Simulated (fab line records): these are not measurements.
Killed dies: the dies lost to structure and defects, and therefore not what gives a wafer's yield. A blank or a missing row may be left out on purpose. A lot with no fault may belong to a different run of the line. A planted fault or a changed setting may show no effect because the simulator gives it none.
2 desks, one fault :: flow gf180mcu :: every desk sees just its own numbers, and what lay behind them comes last

## THE METROLOGY DESK
Lot by lot, what the gauges showed, no matter which tool ran the lot: averages of those sampled wafers that carry a number. The brackets show how far a lot's mean lies from the usual mean; more than 4 standard deviations puts the lot out of limits, marked OUT.
Columns: A = NWELL_TW at GF_NWELL_TW_MEAS_11, usual 1575; B = NWELL_RS at GF_VT_IMPLANT_RS_MEAS_47, usual 487.8 ohm/sq; C = M2_OVL at GF_M2_OVL_MEAS_15, usual -4 nm
lot: L701
first seen here: day 3 06:43
A: 1572
B: 487.7
C: -2

lot: L702
first seen here: day 3 14:15
A: 1583
B: 487.0
C: -10

lot: L704
first seen here: day 3 23:36
A: 1576
B: 488.0
C: -9

lot: L705
first seen here: day 4 04:50
A: 1582
B: 488.1
C: -2

lot: L708
first seen here: day 4 22:03
A: 1583
B: 488.1
C: -13

lot: L711
first seen here: day 5 15:17
A: 1571
B: 487.5
C: -0

lot: L712
first seen here: day 5 21:02
A: 1577
B: 489.0
C: 5

lot: L713
first seen here: day 6 00:48
A: 1566
B: 486.9
C: -7

lot: L714
first seen here: day 6 08:49
A: 1570
B: 489.0
C: -2

lot: L717
first seen here: day 6 22:36
A: 1566
B: 488.7
C: -3

lot: L723
first seen here: day 8 06:30
A: 1602
B: 477.7 (-9.2) OUT
C: 0

lot: L724
first seen here: day 8 16:09
A: 1606
B: 478.0 (-8.9) OUT
C: 1
Per this desk, out of limits: L723, L724; the first was L723, day 13 16:39 (NWELL_RS at GF_VT_IMPLANT_RS_MEAS_47). L701, L702, L704, L705, L708, L711, L712, L713, L714, L717 stayed within limits.

## AT THE TOOL OWNER'S DESK: implanter-04
The tool's own readings at GF_NWELL_IMPLANT_09: means of the sampled wafers that have a number, for each lot that ran on this tool. The brackets show how far a lot's mean lies from the usual mean; more than 4 standard deviations puts the lot out of limits, marked OUT.
Columns: A = tiltDeg at GF_NWELL_IMPLANT_09, usual 0.002 degrees
lot: L701
first seen here: day 3 06:29
A: -0.016

lot: L702
first seen here: day 3 14:00
A: 0.003

lot: L708
first seen here: day 4 21:48
A: -0.006

lot: L711
first seen here: day 5 15:02
A: 0.002

lot: L712
first seen here: day 5 20:47
A: 0.013

lot: L717
first seen here: day 6 22:21
A: 0.009

lot: L723
first seen here: day 8 06:16
A: 3.711 (+99 or more) OUT

lot: L724
first seen here: day 8 15:54
A: 3.715 (+99 or more) OUT
This desk's finding: out of limits on L723, L724; first on L723, day 8 06:16 (tiltDeg at GF_NWELL_IMPLANT_09). L701, L702, L708, L711, L712, L717 stayed within limits.

## ALL TOGETHER
On L723, L724, at day 8 06:16, an alarm was possible from the tool owner's desk.
L723, L724 would have let the metrology desk raise an alarm at day 13 16:39.
GF_NWELL_IMPLANT_09 was run on implanter-04 by each of the lots named.

## WHAT THE SIMULATOR HAD PUT IN
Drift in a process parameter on implanter-04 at GF_NWELL_IMPLANT_09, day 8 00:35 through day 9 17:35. Setting tiltDeg shifted by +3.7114 from 0. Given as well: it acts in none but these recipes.
Lots struck among those shown: L723, L724.
Fault start to first reading out of limits, in hours, per desk: tool owner, 6; metrology, 136.
